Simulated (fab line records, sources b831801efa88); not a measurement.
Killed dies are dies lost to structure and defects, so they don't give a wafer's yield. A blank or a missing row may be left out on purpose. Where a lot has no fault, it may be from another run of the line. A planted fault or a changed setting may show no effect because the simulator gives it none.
A struck lot beside a sound one ; flow sfqLine ; 16 out of 325 route steps
Sound: the wafers L162.2, L162.3, L162.4. Struck: wafers L169.2, L169.3, L169.6. The cause is named last.
For every step that has rows: the tool of each side, followed by ch and its chambers, followed by its first start. Under that, the readings that differ: sound wafers ; struck wafers ; difference of the means ; sigmas: that difference in standard deviations of wafers without a fault.
alike: same words and numbers on both sides, and readings whose means sit less than 2 such deviations apart. not compared: any withheld reading, any reading some wafer has no value for, any bound like >300 that may hide the same value, and any number with overlapping values for which the record gives no deviation.
A row with sigmas, a row that says differs or no value, or rows on one side alone: a step with any of these is where the two part. Numbers that don't overlap but have no deviation are shown without sigmas and don't part them. Lack of a reading on every wafer of one side parts them only where that side has two or more wafers.

SFQ_I2_OVL_MEAS_918:
  struck on overlay-02, day 27 09:20; sound on overlay-01, day 24 02:02
  alike: I2_OVL
SFQ_TRILAYER_I2_VIA_BARC_OPEN_VIA_ETCH_096: etches BARC in O2, target depth 125 nm, time 41.7 s.
  sound on rieDiel-04 ch 0,2,3, day 24 02:04; struck on rieDiel-01 ch 0,3, day 27 09:22
  alike: drypumpMotorCurrentA, oesProductAu
  not compared: rfHoursCounterH
SFQ_TRILAYER_I2_VIA_ETCH_VIA_ETCH_070: etches SiO2 in CHF3, stops on Nb, target depth 260 nm.
  sound on rieDiel-04 ch 0,2,3, day 24 02:07; struck on rieDiel-01 ch 0,3, day 27 09:25
  alike: drypumpMotorCurrentA, oesProductAu
SFQ_TRILAYER_I2_VIA_STRIP_STRIP_071: strips in O2.
  sound on rieMetal-02 ch 0,1, day 24 02:13; struck on rieMetal-04 ch 0,1, day 27 09:31
  alike: drypumpMotorCurrentA, oesProductAu, platenTempC
  not compared: rfHoursCounterH
then, 2 steps without rows for these wafers: SFQ_TRILAYER_I2_VIA_STRIP_SOLV_CLEAN_072 (cleans in NMP, time 600 s); SFQ_TRILAYER_M3_DEP_PRE_CLEAN_074 (time 22.5 s).
SFQ_TRILAYER_M3_DEP_SPUTTER_073: material Nb, target thk 200 nm, time 133.3 s.
  struck on pvdSputter-04, day 27 10:20; sound on pvdSputter-06, day 24 03:02
  alike: substrateTempC, throttleValvePct
SFQ_M3_RS_MEAS_919: the measuring method here is four-point-probe.
  struck on filmMetro-01, day 27 10:26; sound on filmMetro-02, day 24 03:08
  alike: M3_NB_RS
then, 3 steps without rows for these wafers: SFQ_TRILAYER_M3_LITHO_COAT_080 (resist thk 62 nm); SFQ_TRILAYER_M3_LITHO_COAT_075 (resist thk 600 nm); SFQ_TRILAYER_M3_LITHO_SOFTBAKE_079.
-- the record jumps here: 6 days lie between the struck wafers' starts before and after --
SFQ_TRILAYER_M3_LITHO_EXPOSE_076: exposes mask M3, target cd 500 nm.
  sound on krfScanner-02 ch 0, day 30 00:08; struck on krfScanner-01 ch 0, day 33 10:46
reading;sound;struck;difference;sigmas
model.M3.overlayXNm (nm);2.963 2.963 2.963;55.38 55.38 55.38;+52.42;
  alike: mask, stageVelMmS
then, 2 steps without rows for these wafers: SFQ_TRILAYER_M3_LITHO_PEB_078 (peb time 60 s); SFQ_TRILAYER_M3_LITHO_DEVELOP_077 (time 60 s).
SFQ_M3_OVL_MEAS_921:
  struck on overlay-01, day 33 12:04; sound on overlay-01, day 30 01:27
reading;sound;struck;difference;sigmas
M3_OVL (nm);4 4 8;57 53 57;+50;+9
SFQ_TRILAYER_M3_BARC_OPEN_METAL_ETCH_100: etches BARC in O2, target depth 125 nm, time 41.7 s.
  sound on rieMetal-01 ch 0,1, day 30 01:29; struck on rieMetal-04 ch 1, day 33 12:06
  alike: drypumpMotorCurrentA, oesProductAu
  not compared: rfHoursCounterH

== WHERE THEY PART ==
SFQ_M3_OVL_MEAS_921 only, going by this record. Later steps at which nothing parts them and some readings are alike: SFQ_TRILAYER_M3_BARC_OPEN_METAL_ETCH_100.

WHY: whatever the simulator had introduced
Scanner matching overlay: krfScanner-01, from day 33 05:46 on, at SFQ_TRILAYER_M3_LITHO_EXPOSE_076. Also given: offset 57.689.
